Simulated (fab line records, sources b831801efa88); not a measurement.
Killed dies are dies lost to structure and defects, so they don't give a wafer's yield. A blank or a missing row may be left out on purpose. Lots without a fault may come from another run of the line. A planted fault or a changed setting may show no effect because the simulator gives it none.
A struck lot beside a sound one | flow gf180mcu | 14 steps out of a route of 602
Sound: wafers L163.2, L163.3, L163.6. Struck: wafers L166.2, L166.5, L166.6. The cause comes at the end.
At each step with rows: each side's tool, then ch and its chambers, then its first start. Under that, the readings that differ: sound wafers | struck wafers | difference of the means | sigmas: that difference in standard deviations of wafers without a fault.
alike: readings whose means differ by less than 2 such deviations, and words and numbers that are the same on both sides. not compared: withheld readings, readings that some wafer has no value for, bounds like >300 that may hide the same value, and numbers for which the record gives no deviation and whose values overlap.
The two part at a step that has a row with sigmas, a row that says differs or no value, or rows on one side only. Numbers that don't overlap but have no deviation are shown without sigmas and don't part them. A reading that every wafer of one side lacks parts them only if that side has two wafers or more.

first, 1 step without rows for these wafers: GF_V2_CVD_00 (deposits SiO2, target thk 600 nm, time 100 s).
GF_V2_THK_MEAS_01:
  sound on film_metro-03, day 22 16:37; struck on film_metro-02, day 23 23:48
  alike: V2_CVD_00_THK
GF_V2_CVD_02: deposits SiO2 from TEOS, target thk 850 nm, time 94.851 s.
  sound on pecvd-01 ch 1,2, day 22 16:40; struck on pecvd-02 ch 0,1, day 23 23:51
  reading            | sound       | struck      | difference | sigmas
  heater_power_w (W) | 807 703 738 | 588 521 478 | -220       | -2
GF_V2_THK_MEAS_03:
  sound on film_metro-03, day 22 16:45; struck on film_metro-02, day 23 23:56
  reading            | sound       | struck      | difference | sigmas
  V2_CVD_02_THK (nm) | 836 830 842 | 863 856 878 | +30        | +2
GF_V2_CMP_04: polishes SiO2.
  sound on cmp-02 ch 1,3, day 22 17:35; struck on cmp-02 ch 1,2, day 24 00:02
  alike: motor_current_A, time_to_endpoint_s
GF_V2_BOW_MEAS_05:
  sound on film_metro-02, day 22 17:55; struck on film_metro-03, day 24 00:18
  alike: V2_BOW
then, 6 steps without rows for these wafers: GF_V2_DEHYDRATE_06 (time 60 s); GF_V2_HMDS_07 (prime time 60 s); GF_V2_COAT_08; GF_V2_COAT_09 (resist thk 1000 nm); GF_V2_SOFTBAKE_10 (time 60 s); GF_V2_EXPOSE_11 (exposes mask Via2, target cd 260 nm).
GF_V2_PEB_12: peb time 87.81 s.
  sound on litho_track-03 ch 0, day 23 16:10; struck on litho_track-01, day 24 21:55
  no value came back on the struck wafers for chill_plate_temp_C (C), exhaust_pa (Pa); on the sound wafers chill_plate_temp_C (C) reads 23.19 23.09 23.00
then, 1 step without rows for these wafers: GF_V2_DEVELOP_13 (develop time 60 s).

WHERE THEY PART
First at GF_V2_CVD_02; last, within this record, at GF_V2_PEB_12.

WHY: what the simulator had put in
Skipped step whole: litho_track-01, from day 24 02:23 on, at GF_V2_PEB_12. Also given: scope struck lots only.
